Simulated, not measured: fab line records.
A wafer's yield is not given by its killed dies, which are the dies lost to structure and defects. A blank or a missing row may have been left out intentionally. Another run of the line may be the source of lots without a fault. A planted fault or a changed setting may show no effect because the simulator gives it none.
fab line records	flow sky130
record lots=6	wafers=18	lastDay=49
route steps=708 shown VIA1@480 METAL2@483 PAD_OPEN@708
lots untouched by any fault: they come from a run of this same line in which no faults occurred
startH: hours from the record's opening day to when the first of the lot's shown wafers began	waitH: hours elapsed since this lot's preceding step	" unchanged from the row above	L1.1+2: a row that stands for several wafers	- value missing, or start not given	* or withheld: withheld	< > ~ a bound
route shown NAME@n: names a module that has steps shown in the file, with the first one's number in the route	usual: average and standard deviation across the fault-free wafers	same: alike in all rows	chamber/n: place in a boat	sites: readings site by site	_std_site: their standard deviation	_edge_site: mean of outer sites minus mean of inner sites	radiusMm: for every site, how far away it sits from the centre of the wafer	mask NAME#n: copy n	behind: the last tool/chamber to shape the wafer	hold: why the lot went on hold/how many hours it stayed there/how the hold came to an end	device: the n, p or np transistor that did not switch	end of line: the same wafers' tests at the end of the route	a step with no rows: only its recipe	killed: the dies lost at the first sort to structure and to defects; this is not the yield of the wafer	map: per-die view of a wafer (x killed, . not killed, _ where there is no die)
set.NAME: setting as actually run; set.NAME@STEP: the setting as run at that earlier step	model.NAME: the simulator's own value behind a step, which no gauge read
lots at some steps of the route; a table a step, a row a wafer
services: a tool's chamber out of use, with start hour (startH, from the record's first day; less than 0 if before it), hours out, and reason
## steps
# step SKY_VIA1_RS_MEAS_22
# recipe thkMeasGauge=four-point-probe	reads=W_of_VIA1_CVD_21+TiN_of_VIA1_SPUTTER_20
# usual VIA1_W_RS=0.430/0.0053
lot.wafer	tool	chamber	startH	waitH	VIA1_W_RS[ohm/sq]
L919.2	filmMetro-02	-	863.09	0.1	0.434
L919.5	"	-	"	"	0.429
L919.6	"	-	"	"	0.431
L921.1	filmMetro-02	-	884.32	0.1	0.425
L921.2	"	-	"	"	0.429
L921.4	"	-	"	"	0.429
L923.1	filmMetro-02	-	894.84	0.1	0.430
L923.3	"	-	"	"	0.431
L923.4	"	-	"	"	0.428
L927.2	filmMetro-02	-	923.30	0.1	0.433
L927.3	"	-	"	"	0.432
L927.4	"	-	"	"	0.428
L929.2	filmMetro-02	-	935.04	0.1	0.426
L929.5	"	-	"	"	0.428
L929.6	"	-	"	"	0.416
L930.1	filmMetro-03	-	940.81	0.1	0.434
L930.3	"	-	"	"	0.431
L930.6	"	-	"	"	0.440
# step SKY_VIA1_THK_MEAS_23
# recipe thkMeasGauge=xrf	reads=W_of_VIA1_CVD_21
# usual VIA1_W_THK=276/4.8
lot.wafer	tool	chamber	startH	waitH	VIA1_W_THK[nm]
L919.2	filmMetro-02	-	863.20	0.1	273
L919.5	"	-	"	"	276
L919.6	"	-	"	"	275
L921.1	filmMetro-02	-	884.44	0.1	281
L921.2	"	-	"	"	278
L921.4	"	-	"	"	281
L923.1	filmMetro-02	-	894.96	0.1	281
L923.3	"	-	"	"	281
L923.4	"	-	"	"	282
L927.2	filmMetro-02	-	923.41	0.1	276
L927.3	"	-	"	"	279
L927.4	"	-	"	"	281
L929.2	filmMetro-02	-	935.15	0.1	282
L929.5	"	-	"	"	280
L929.6	"	-	"	"	287
L930.1	filmMetro-03	-	940.93	0.1	274
L930.3	"	-	"	"	275
L930.6	"	-	"	"	270
# step SKY_VIA1_CMP_24
# recipe stopOn=SiO2	tOverpolishS=15	downForcePsi=3.5	platenRpm=60	targetThkNm=0	padVelocityMS=0.94248
# step SKY_METAL2_SPUTTER_00
# recipe material=Ti	targetThkNm=15	powerW=3000	timeS=10	chamberPressurePa=0.4
# usual cathodeDcPowerW=2999.9/0.53	throttleValvePct=29.9/1.2
# same timeS=10
lot.wafer	tool	chamber	startH	waitH	cathodeDcPowerW	throttleValvePct
L919.2	pvdSputter-02	-	863.55	0.2	2999.5	29.8
L919.5	"	-	"	"	2999.7	29.8
L919.6	"	-	"	"	2998.6	31.3
L921.1	pvdSputter-01	-	884.80	0.1	3000.5	31.3
L921.2	"	-	"	"	3000.4	28.9
L921.4	"	-	"	"	3000.8	29.5
L923.1	pvdSputter-01	-	895.32	0.1	2999.7	31.1
L923.3	"	-	"	"	2999.8	29.0
L923.4	"	-	"	"	3000.1	29.0
L927.2	pvdSputter-03	-	923.89	0.1	3000.3	29.0
L927.3	"	-	"	"	2999.4	31.0
L927.4	"	-	"	"	2999.7	29.1
L929.2	pvdSputter-02	-	935.50	0.1	2998.8	30.0
L929.5	"	-	"	"	3000.1	27.9
L929.6	"	-	"	"	2999.7	29.6
L930.1	pvdSputter-03	-	941.29	0.1	3000.8	31.3
L930.3	"	-	"	"	3000.4	29.1
L930.6	"	-	"	"	2999.9	29.1
# step SKY_METAL2_SPUTTER_01
# recipe material=TiN	targetThkNm=20	powerW=6591	timeS=16.7	chamberPressurePa=0.4
# usual cathodeDcPowerW=6591.0/1.3	throttleValvePct=29.8/1.2
# same timeS=16.7
lot.wafer	tool	chamber	startH	waitH	cathodeDcPowerW	throttleValvePct
L919.2	pvdSputter-02	-	863.58	0.0	6590.0	29.9
L919.5	"	-	"	"	6590.8	30.1
L919.6	"	-	"	"	6591.5	31.1
L921.1	pvdSputter-01	-	884.82	0.0	6591.9	31.4
L921.2	"	-	"	"	6590.8	28.7
L921.4	"	-	"	"	6592.2	29.2
L923.1	pvdSputter-01	-	895.34	0.0	6589.2	31.5
L923.3	"	-	"	"	6590.5	28.7
L923.4	"	-	"	"	6590.2	29.0
L927.2	pvdSputter-03	-	923.91	0.0	6590.9	29.0
L927.3	"	-	"	"	6590.8	30.8
L927.4	"	-	"	"	6590.4	28.9
L929.2	pvdSputter-02	-	935.53	0.0	6589.2	30.2
L929.5	"	-	"	"	6591.3	27.8
L929.6	"	-	"	"	6591.6	29.9
L930.1	pvdSputter-03	-	941.31	0.0	6589.5	30.9
L930.3	"	-	"	"	6591.1	29.1
L930.6	"	-	"	"	6589.8	29.0
# step SKY_METAL2_SPUTTER_02
# recipe material=AlCu	targetThkNm=250	powerW=10600	timeS=13.3	chamberPressurePa=0.4
# usual cathodeDcPowerW=10600/1.9	throttleValvePct=29.9/1.2
# same timeS=13.3
lot.wafer	tool	chamber	startH	waitH	cathodeDcPowerW	throttleValvePct
L919.2	pvdSputter-02	-	863.60	0.0	10598	30.0
L919.5	"	-	"	"	10599	29.9
L919.6	"	-	"	"	10601	31.3
L921.1	pvdSputter-01	-	884.85	0.0	10598	31.3
L921.2	"	-	"	"	10602	28.7
L921.4	"	-	"	"	10601	29.7
L923.1	pvdSputter-01	-	895.37	0.0	10599	31.4
L923.3	"	-	"	"	10600	28.7
L923.4	"	-	"	"	10598	28.6
L927.2	pvdSputter-03	-	923.94	0.0	10600	29.2
L927.3	"	-	"	"	10598	31.2
L927.4	"	-	"	"	10601	28.9
L929.2	pvdSputter-02	-	935.55	0.0	10598	30.1
L929.5	"	-	"	"	10603	27.9
L929.6	"	-	"	"	10599	29.9
L930.1	pvdSputter-03	-	941.34	0.0	10602	31.1
L930.3	"	-	"	"	10597	28.8
L930.6	"	-	"	"	10602	28.8
# step SKY_METAL2_SPUTTER_03
# recipe material=Ti	targetThkNm=5	powerW=3000	timeS=3.3	chamberPressurePa=0.4
# step SKY_METAL2_SPUTTER_04
# recipe material=TiN	targetThkNm=70	powerW=6500	timeS=58.3	chamberPressurePa=0.4
# step SKY_METAL2_RS_MEAS_05
# recipe thkMeasGauge=four-point-probe	reads=TiN_of_METAL2_SPUTTER_04+Ti_of_METAL2_SPUTTER_03+AlCu_of_METAL2_SPUTTER_02+TiN_of_METAL2_SPUTTER_01+Ti_of_METAL2_SPUTTER_00
# usual METAL2_ALCU_RS=0.1269/0.0013
lot.wafer	tool	chamber	startH	waitH	METAL2_ALCU_RS[ohm/sq]
L919.2	filmMetro-01	-	863.71	0.0	0.1265
L919.5	"	-	"	"	0.1263
L919.6	"	-	"	"	0.1260
L921.1	filmMetro-02	-	884.94	0.0	0.1251
L921.2	"	-	"	"	0.1248
L921.4	"	-	"	"	0.1244
L923.1	filmMetro-01	-	895.46	0.0	0.1283
L923.3	"	-	"	"	0.1281
L923.4	"	-	"	"	0.1275
L927.2	filmMetro-03	-	924.05	0.0	0.1286
L927.3	"	-	"	"	0.1264
L927.4	"	-	"	"	0.1282
L929.2	filmMetro-03	-	935.66	0.0	0.1249
L929.5	"	-	"	"	0.1259
L929.6	"	-	"	"	0.1254
L930.1	filmMetro-03	-	941.43	0.0	0.1269
L930.3	"	-	"	"	0.1269
L930.6	"	-	"	"	0.1278
# step SKY_METAL2_THK_MEAS_06
# recipe thkMeasGauge=xrf	reads=AlCu_of_METAL2_SPUTTER_02
# usual METAL2_ALCU_THK=250/3.2
lot.wafer	tool	chamber	startH	waitH	METAL2_ALCU_THK[nm]
L919.2	filmMetro-01	-	863.82	0.1	252
L919.5	"	-	"	"	254
L919.6	"	-	"	"	252
L921.1	filmMetro-02	-	885.06	0.1	253
L921.2	"	-	"	"	254
L921.4	"	-	"	"	254
L923.1	filmMetro-01	-	895.58	0.1	248
L923.3	"	-	"	"	248
L923.4	"	-	"	"	252
L927.2	filmMetro-03	-	924.16	0.1	245
L927.3	"	-	"	"	249
L927.4	"	-	"	"	248
L929.2	filmMetro-03	-	935.77	0.1	252
L929.5	"	-	"	"	249
L929.6	"	-	"	"	249
L930.1	filmMetro-03	-	941.55	0.1	249
L930.3	"	-	"	"	248
L930.6	"	-	"	"	245
# step SKY_METAL2_DEHYDRATE_07
# recipe tempC=200	timeS=60
# step SKY_METAL2_HMDS_08
# recipe primeTimeS=60	primeTempC=120
# step SKY_METAL2_COAT_09
# recipe resist=BARC	tempC=withheld	timeS=withheld	spinRpm=3050	resistThkNm=60
# usual chillPlateTempC=*
lot.wafer	tool	chamber	startH	waitH	chillPlateTempC
L919.2	lithoTrack-01	0	876.55	0.1	*
L919.5	"	0	"	"	*
L919.6	"	0	"	"	*
L921.1	lithoTrack-01	0	897.72	0.1	*
L921.2	"	0	"	"	*
L921.4	"	0	"	"	*
L923.1	lithoTrack-02	0	907.51	0.1	*
L923.3	"	0	"	"	*
L923.4	"	0	"	"	*
L927.2	lithoTrack-02	0	936.13	0.1	*
L927.3	"	0	"	"	*
L927.4	"	0	"	"	*
L929.2	lithoTrack-03	0	947.95	0.1	*
L929.5	"	0	"	"	*
L929.6	"	0	"	"	*
L930.1	lithoTrack-01	0	952.97	0.1	*
L930.3	"	0	"	"	*
L930.6	"	0	"	"	*
# step SKY_METAL2_COAT_10
# recipe resist=KrF-thick	spinRpm=3000	resistThkNm=450
# step SKY_METAL2_SOFTBAKE_11
# recipe tempC=100	timeS=90	resist=KrF-thick
# step SKY_METAL2_EXPOSE_12
# recipe maskId=MM2	na=0.8	sourceShape=annular	sigmaInner=0.55	sigmaOuter=0.85	targetCdNm=140	doseMj=28
# step SKY_METAL2_PEB_13
# recipe pebTempC=withheld	pebTimeS=withheld	resist=KrF-thick
# step SKY_METAL2_DEVELOP_14
# recipe developTimeS=60	resist=KrF-thick	devTempC=21
# step SKY_METAL2_CD_MEAS_15
# recipe targetCdNm=140
# usual cdNm=139.5/1.2
lot.wafer	tool	chamber	startH	waitH	cdNm
L919.2	cdSem-02	-	890.14	-	139.1
L919.5	"	-	"	"	140.1
L919.6	"	-	"	"	139.4
L921.1	cdSem-02	-	910.47	-	140.6
L921.2	"	-	"	"	139.4
L921.4	"	-	"	"	139.9
L923.1	cdSem-02	-	920.37	-	139.9
L923.3	"	-	"	"	138.0
L923.4	"	-	"	"	137.8
L927.2	cdSem-02	-	948.80	-	137.9
L927.3	"	-	"	"	138.6
L927.4	"	-	"	"	137.6
L929.2	cdSem-02	-	960.05	-	140.5
L929.5	"	-	"	"	140.3
L929.6	"	-	"	"	140.1
L930.1	cdSem-01	-	965.77	-	137.0
L930.3	"	-	"	"	138.8
L930.6	"	-	"	"	139.4
# step SKY_METAL2_OVL_MEAS_16
# usual METAL2_OVL=-1/5.2
lot.wafer	tool	chamber	startH	waitH	METAL2_OVL[nm]
L919.2	overlay-01	-	890.25	0.1	-1
L919.5	"	-	"	"	3
L919.6	"	-	"	"	2
L921.1	overlay-02	-	910.59	0.1	1
L921.2	"	-	"	"	-4
L921.4	"	-	"	"	5
L923.1	overlay-02	-	920.49	0.1	-9
L923.3	"	-	"	"	-7
L923.4	"	-	"	"	-8
L927.2	overlay-02	-	948.90	0.1	-6
L927.3	"	-	"	"	-4
L927.4	"	-	"	"	-7
L929.2	overlay-02	-	960.15	0.1	-3
L929.5	"	-	"	"	3
L929.6	"	-	"	"	0
L930.1	overlay-02	-	965.89	0.1	9
L930.3	"	-	"	"	-1
L930.6	"	-	"	"	3
# step SKY_METAL2_DESCUM_17
# recipe chemistry=O2	sourcePowerW=150	biasPowerW=0	pressureMtorr=10	tempC=40	timeS=8
# usual drypumpMotorCurrentA=5.6/0.35	heBacksideLeakSccm=3.35/0.19	oesProductAu=1.003/0.0097	rfFwdPowerW=147.0/0.71
# same timeS=8
lot.wafer	tool	chamber	startH	waitH	drypumpMotorCurrentA	heBacksideLeakSccm	oesProductAu	rfFwdPowerW	rfHoursCounterH
L919.2	rieMetal-04	0	890.28	0.0	6.1	3.70	1.008	148.3	7
L919.5	"	1	"	"	5.7	3.25	0.993	146.9	-
L919.6	"	0	"	"	6.1	3.83	1.003	148.0	-
L921.1	rieMetal-02	0	910.63	0.0	5.0	3.27	1.003	146.6	16
L921.2	"	0	"	"	5.0	3.22	1.001	147.4	-
L921.4	"	0	"	"	5.0	3.22	1.015	146.5	-
L923.1	rieMetal-04	1	920.53	0.0	5.7	3.29	0.976	146.7	3
L923.3	"	1	"	"	5.7	3.40	0.999	147.3	-
L923.4	"	0	"	"	6.1	3.61	1.011	147.6	-
L927.2	rieMetal-02	1	948.93	0.0	5.8	3.01	0.990	147.0	2
L927.3	"	1	"	"	5.8	3.15	0.996	146.7	-
L927.4	"	0	"	"	5.0	3.22	1.018	147.4	-
L929.2	rieMetal-01	1	960.18	0.0	5.4	3.06	1.020	146.2	21
L929.5	"	0	"	"	5.4	2.98	1.009	146.3	-
L929.6	"	1	"	"	5.4	3.31	1.019	145.7	-
L930.1	rieMetal-04	1	965.93	0.0	5.7	3.32	0.993	146.1	6
L930.3	"	1	"	"	5.7	3.54	0.992	147.1	-
L930.6	"	1	"	"	5.7	3.39	0.996	147.0	-
# step SKY_METAL2_ETCH_18
# recipe chemistry=N2/H2	target=BARC	ionEnergyEv=200	biasW=100	pressureMtorr=30	n2FlowSccm=100	h2FlowSccm=200	icpW=500	stopOn=SiO2	timeS=45.9	targetDepthA=600
# usual drypumpMotorCurrentA=5.6/0.35	heBacksideLeakSccm=3.4/0.3	oesProductAu=0.851/0.0043	rfFwdPowerW=495.0/1.8	throttleValvePct=13.225/0.0097
# same timeS=45.9
lot.wafer	tool	chamber	startH	waitH	drypumpMotorCurrentA	heBacksideLeakSccm	oesProductAu	rfFwdPowerW	rfHoursCounterH	throttleValvePct	model.etch.depthNm
L919.2	rieMetal-04	0	890.31	0.0	6.1	3.7	0.829	498.6	7	13.228	56.5
L919.5	"	1	"	"	5.7	3.1	0.830	495.5	-	13.222	56.4
L919.6	"	0	"	"	6.1	3.6	0.825	499.0	-	13.222	56.31
L921.1	rieMetal-02	0	910.69	0.1	5.0	3.5	0.829	493.7	16	13.222	56.51
L921.2	"	0	"	"	5.0	3.6	0.827	493.1	-	13.235	56.33
L921.4	"	0	"	"	5.0	3.3	0.823	494.9	-	13.211	56.33
L923.1	rieMetal-04	1	920.56	0.0	5.7	3.2	0.859	495.9	3	13.232	59.54
L923.3	"	1	"	"	5.7	3.3	0.842	494.2	-	13.243	59.54
L923.4	"	0	"	"	6.1	4.4	0.848	498.5	-	13.238	59.37
L927.2	rieMetal-02	1	948.97	0.0	5.8	3.1	0.852	492.4	2	13.232	59.64
L927.3	"	1	"	"	5.8	3.1	0.850	496.1	-	13.235	59.69
L927.4	"	0	"	"	5.0	3.4	0.853	495.9	-	13.219	59.56
L929.2	rieMetal-01	1	960.22	0.0	5.4	3.7	0.854	492.9	21	13.229	59.43
L929.5	"	0	"	"	5.4	6.1	0.851	497.6	-	13.200	59.6
L929.6	"	1	"	"	5.4	3.6	0.847	494.0	-	13.228	59.38
L930.1	rieMetal-04	1	965.99	0.1	5.7	3.3	0.849	495.2	6	13.242	59.72
L930.3	"	1	"	"	5.7	3.4	0.852	495.1	-	13.231	59.76
L930.6	"	1	"	"	5.7	3.3	0.851	495.5	-	13.227	59.85
# step SKY_METAL2_METAL_ETCH_19
# recipe targetDepthA=3600	stopOn=SiO2	overEtchFrac=0.3	timeS=78	chemistry=Cl2/BCl3	resistSidewallDeg=88	pressureMtorr=10	icpW=900	biasW=48.5	Cl2_flow_sccm=60	bcl3FlowSccm=30
# usual drypumpMotorCurrentA=5.6/0.36	heBacksideLeakSccm=3.4/0.37	oesProductAu=0.854/0.0058	rfFwdPowerW=893.5/2.9	throttleValvePct=22.264/0.0091
# same timeS=78
lot.wafer	tool	chamber	startH	waitH	drypumpMotorCurrentA	heBacksideLeakSccm	oesProductAu	rfFwdPowerW	rfHoursCounterH	throttleValvePct
L919.2	rieMetal-04	0	890.37	0.0	6.1	3.4	0.857	895.3	7	22.260
L919.5	"	1	"	"	5.7	3.2	0.856	889.6	-	22.261
L919.6	"	0	"	"	6.1	3.6	0.854	897.6	-	22.261
L921.1	rieMetal-02	0	910.82	0.1	5.0	3.3	0.861	892.8	16	22.281
L921.2	"	0	"	"	5.0	3.2	0.858	898.6	-	22.264
L921.4	"	0	"	"	5.0	3.2	0.858	893.0	-	22.262
L923.1	rieMetal-04	1	920.62	0.0	5.7	3.2	0.851	894.6	4	22.259
L923.3	"	1	"	"	5.7	3.4	0.857	894.4	-	22.251
L923.4	"	0	"	"	6.1	3.5	0.856	893.8	-	22.259
L927.2	rieMetal-02	1	949.03	0.0	5.8	3.1	0.846	897.1	2	22.254
L927.3	"	1	"	"	5.8	3.1	0.857	898.0	-	22.263
L927.4	"	0	"	"	5.0	3.2	0.850	895.9	-	22.252
L929.2	rieMetal-01	1	960.28	0.0	5.4	6.4	0.865	892.3	21	22.279
L929.5	"	0	"	"	5.3	3.2	0.855	894.9	-	22.269
L929.6	"	1	"	"	5.4	3.4	0.858	883.4	-	22.279
L930.1	rieMetal-04	1	966.12	0.1	5.7	3.4	0.849	895.3	6	22.266
L930.3	"	1	"	"	5.7	3.1	0.852	893.1	-	22.255
L930.6	"	1	"	"	5.7	3.3	0.852	892.5	-	22.276
# step SKY_PAD_OPEN_PROBE_99
# usual defectLimitedYield=82.6/1.8	killed_at_M0_to_M3=43/6.6	killed_at_M4_up=3.4/1.8	killedAtContacts=24/4.9	killedAtFrontEnd=15/4.1	killedAtOther=0.3/0.55	killedDies=85/8.8	killedOpen=46/6.1	killedShort=39/5.7	sort_bin_3_pad_short=0.9/0.41	sort_bin_5_function=10.1/1.5	sort_bin_6_memory=6.4/1	sortNPass=407/8.8	sortYieldPct=82.6/1.8
# same grossDies=492	killedAtBackSide=0	sort_bin_4_leakage[%]=0	sort_bin_8_speed[%]=0
lot.wafer	tool	chamber	startH	waitH	defectLimitedYield[%]	killed_at_M0_to_M3	killed_at_M4_up	killedAtContacts	killedAtFrontEnd	killedAtOther	killedDies	killedOpen	killedShort	sort_bin_3_pad_short[%]	sort_bin_5_function[%]	sort_bin_6_memory[%]	sortNPass	sortYieldPct[%]
L919.2	prober-01	-	1131.55	0.1	83.7	37	4	20	19	0	80	50	30	1.0	10.6	4.7	412	83.7
L919.5	prober-01	-	1131.70	0.2	83.5	37	4	26	14	0	81	42	39	0.8	9.6	6.1	411	83.5
L919.6	prober-01	-	1131.75	0.2	82.5	38	6	24	17	1	86	45	41	0.6	11.0	5.9	406	82.5
L921.1	prober-01	-	1145.70	0.1	80.5	47	1	30	18	0	96	49	46	1.2	12.4	5.9	396	80.5
L921.2	prober-01	-	1145.75	0.1	82.5	49	5	19	13	0	86	47	39	0.8	11.0	5.7	406	82.5
L921.4	prober-01	-	1145.85	0.2	83.7	41	3	24	12	0	80	44	35	1.0	8.3	6.9	412	83.7
L923.1	prober-01	-	1151.88	0.1	79.5	55	3	20	23	0	101	56	45	1.2	13.0	6.3	391	79.5
L923.3	prober-01	-	1151.98	0.2	80.5	46	4	22	22	2	96	45	50	0.8	11.2	7.5	396	80.5
L923.4	prober-01	-	1152.03	0.2	82.7	48	3	18	15	1	85	36	48	0.2	10.6	6.5	407	82.7
L927.2	prober-01	-	1174.45	0.1	84.6	39	1	20	16	0	76	38	38	0.4	9.1	5.9	416	84.6
L927.3	prober-01	-	1174.50	0.2	82.7	37	5	22	20	1	85	51	34	0.8	11.6	4.9	407	82.7
L927.4	prober-01	-	1174.55	0.2	80.7	47	4	27	17	0	95	51	42	2.2	9.8	7.3	397	80.7
L929.2	prober-01	-	1183.56	0.1	79.9	56	5	19	19	0	99	48	50	2.0	12.0	6.1	393	79.9
L929.5	prober-01	-	1183.71	0.2	82.3	47	1	26	13	0	87	51	36	0.6	11.2	5.9	405	82.3
L929.6	prober-01	-	1183.76	0.2	81.1	52	6	23	12	0	93	46	47	0.4	11.6	6.9	399	81.1
L930.1	prober-02	-	1185.01	0.1	83.9	33	5	21	20	0	79	42	37	0.6	8.3	7.1	413	83.9
L930.3	prober-02	-	1185.11	0.2	84.1	35	3	26	14	0	78	39	39	0.6	9.8	5.5	414	84.1
L930.6	prober-02	-	1185.26	0.2	83.9	43	2	23	10	1	79	46	33	0.8	10.2	5.1	413	83.9
# killed by level:class
L919.2 VIA1:geometricParticle:open=14 CONTACT:geometricParticle:open=10 POLY_GATE:geometricParticle:open=5 LOCAL_INTERCONNECT:geometricParticle:short=5 VIA3:geometricParticle:open=5 FIELD_ISO:geometricParticle:short=4 LI_CONTACT:geometricParticle:open=4 VIA1:geometricParticle:short=4
L919.5 CONTACT:geometricParticle:open=9 VIA3:geometricParticle:open=7 FIELD_ISO:geometricParticle:short=6 METAL1:geometricParticle:short=6 VIA2:geometricParticle:open=6 VIA1:geometricParticle:open=5 POLY_GATE:geometricParticle:open=4 LI_CONTACT:geometricParticle:open=4
L919.6 VIA1:geometricParticle:open=10 METAL1:geometricParticle:short=8 CONTACT:geometricParticle:open=8 VIA3:geometricParticle:open=6 POLY_GATE:geometricParticle:open=5 POLY_GATE:geometricParticle:short=5 LOCAL_INTERCONNECT:geometricParticle:short=5 CONTACT:geometricParticle:short=5
L921.1 VIA1:geometricParticle:open=13 CONTACT:geometricParticle:open=11 LOCAL_INTERCONNECT:geometricParticle:short=8 METAL1:geometricParticle:short=7 VIA2:geometricParticle:open=7 LI_CONTACT:geometricParticle:open=6 VIA3:geometricParticle:open=5 FIELD_ISO:geometricParticle:short=4
L921.2 VIA3:geometricParticle:open=10 METAL1:geometricParticle:short=7 VIA1:geometricParticle:open=7 LI_CONTACT:geometricParticle:open=6 VIA2:geometricParticle:open=6 VIA3:geometricParticle:short=5 CONTACT:geometricParticle:open=5 CONTACT:geometricParticle:short=4
L921.4 VIA1:geometricParticle:open=9 LI_CONTACT:geometricParticle:open=8 CONTACT:geometricParticle:open=7 VIA3:geometricParticle:open=6 VIA2:geometricParticle:open=6 VIA1:geometricParticle:short=5 METAL1:geometricParticle:short=5 POLY_GATE:geometricParticle:open=4
L923.1 VIA1:geometricParticle:open=11 METAL2:geometricParticle:short=10 LI_CONTACT:geometricParticle:open=9 VIA3:geometricParticle:open=8 POLY_GATE:geometricParticle:open=7 VIA2:geometricParticle:open=7 FIELD_ISO:geometricParticle:open=6 SPACER:geometricParticle:short=5
L923.3 VIA1:geometricParticle:open=9 METAL1:geometricParticle:short=7 FIELD_ISO:geometricParticle:open=5 LOCAL_INTERCONNECT:geometricParticle:short=5 VIA1:geometricParticle:short=5 VIA3:geometricParticle:short=5 VIA3:geometricParticle:open=5 FIELD_ISO:geometricParticle:short=4
L923.4 METAL1:geometricParticle:short=10 METAL2:geometricParticle:short=8 VIA2:geometricParticle:open=8 VIA1:geometricParticle:short=7 CONTACT:geometricParticle:open=6 LOCAL_INTERCONNECT:geometricParticle:short=5 VIA1:geometricParticle:open=5 POLY_GATE:geometricParticle:open=4
L927.2 CONTACT:geometricParticle:open=11 VIA1:geometricParticle:open=8 FIELD_ISO:geometricParticle:short=7 VIA2:geometricParticle:open=5 METAL1:geometricParticle:short=5 VIA3:geometricParticle:open=4 METAL2:geometricParticle:short=4 VIA2:geometricParticle:short=4
L927.3 VIA1:geometricParticle:open=10 CONTACT:geometricParticle:open=9 FIELD_ISO:geometricParticle:short=7 VIA2:geometricParticle:open=7 LI_CONTACT:geometricParticle:open=6 CONTACT:geometricParticle:short=5 VIA3:geometricParticle:open=5 FIELD_ISO:geometricParticle:open=4
L927.4 VIA2:geometricParticle:open=11 VIA1:geometricParticle:open=10 CONTACT:geometricParticle:open=10 LOCAL_INTERCONNECT:geometricParticle:short=6 CONTACT:geometricParticle:short=6 METAL3:geometricParticle:short=6 LI_CONTACT:geometricParticle:open=5 FIELD_ISO:geometricParticle:open=4
L929.2 VIA1:geometricParticle:open=12 METAL1:geometricParticle:short=9 CONTACT:geometricParticle:open=8 VIA1:geometricParticle:short=8 VIA3:geometricParticle:open=7 POLY_GATE:geometricParticle:short=6 METAL2:geometricParticle:short=6 SPACER:geometricParticle:open=4
L929.5 VIA1:geometricParticle:open=10 VIA3:geometricParticle:open=9 CONTACT:geometricParticle:open=9 VIA2:geometricParticle:open=9 LI_CONTACT:geometricParticle:open=6 CONTACT:geometricParticle:short=6 FIELD_ISO:geometricParticle:short=3 POLY_GATE:geometricParticle:short=3
L929.6 VIA1:geometricParticle:open=11 VIA2:geometricParticle:open=9 METAL1:geometricParticle:short=8 CONTACT:geometricParticle:open=7 CONTACT:geometricParticle:short=7 METAL2:geometricParticle:short=6 VIA3:geometricParticle:open=6 VIA2:geometricParticle:short=5
L930.1 VIA1:geometricParticle:open=11 LI_CONTACT:geometricParticle:open=6 POLY_GATE:geometricParticle:short=5 POLY_GATE:geometricParticle:open=5 LOCAL_INTERCONNECT:geometricParticle:short=5 CONTACT:geometricParticle:open=5 FIELD_ISO:geometricParticle:open=4 CONTACT:geometricParticle:short=4
L930.3 LI_CONTACT:geometricParticle:open=8 VIA1:geometricParticle:open=8 FIELD_ISO:geometricParticle:short=6 CONTACT:geometricParticle:open=5 VIA1:geometricParticle:short=5 LI_CONTACT:geometricParticle:short=4 LOCAL_INTERCONNECT:geometricParticle:short=4 CONTACT:geometricParticle:short=4
L930.6 VIA1:geometricParticle:open=11 CONTACT:geometricParticle:open=10 METAL2:geometricParticle:short=7 FIELD_ISO:geometricParticle:open=6 LI_CONTACT:geometricParticle:open=6 VIA2:geometricParticle:open=5 VIA1:geometricParticle:short=4 LOCAL_INTERCONNECT:geometricParticle:short=4
## services
tool	chamber	startH	hours	kind
rieMetal-01	1	847.70	5.5	repair
pvdSputter-03	-	861.83	2.8	repair
pvdSputter-03	1	884.70	-	consumableReplace:kit
pvdSputter-03	1	884.70	18.0	scheduledDown
pvdSputter-03	1	884.70	18.0	ventCycle
rieMetal-01	0	888.17	-	clean
rieMetal-01	0	888.17	23.3	scheduledDown
rieMetal-01	0	888.17	23.3	ventCycle
rieMetal-02	1	891.73	-	clean
rieMetal-02	1	891.73	24.0	scheduledDown
rieMetal-02	1	891.73	24.0	ventCycle
pvdSputter-02	-	892.11	14.9	repair
pvdSputter-03	-	926.16	2.8	repair
rieMetal-02	-	934.68	2.8	pm
rieMetal-04	0	940.30	5.4	repair
rieMetal-04	-	946.78	2.8	pm
pvdSputter-02	0	958.13	-	consumableReplace:kit
pvdSputter-02	0	958.13	18.0	scheduledDown
pvdSputter-02	0	958.13	18.0	ventCycle
rieMetal-04	0	958.20	21.6	repair
pvdSputter-01	-	964.64	2.1	repair
## key
firstSign step=SKY_METAL2_ETCH_18	reading=oesProductAu	direction=down	sigmas=5.6	usual=0.851	struck=0.827
effect none on later readings
modelEffect step=SKY_METAL2_ETCH_18	value=etch.depthNm	without=59.71	struck=56.4
metAt SKY_METAL2_COAT_09
struckWafers L919.2,L919.5,L919.6,L921.1,L921.2,L921.4
fault kind=processParameterDrift	tool=lithoTrack-01	chamber=-	onsetH=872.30	steps=SKY_METAL2_COAT_09	channel=resistThkNm	offset=-3.3324	shape=step	endH=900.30	actsIn=theseRecipesOnly	stated=60
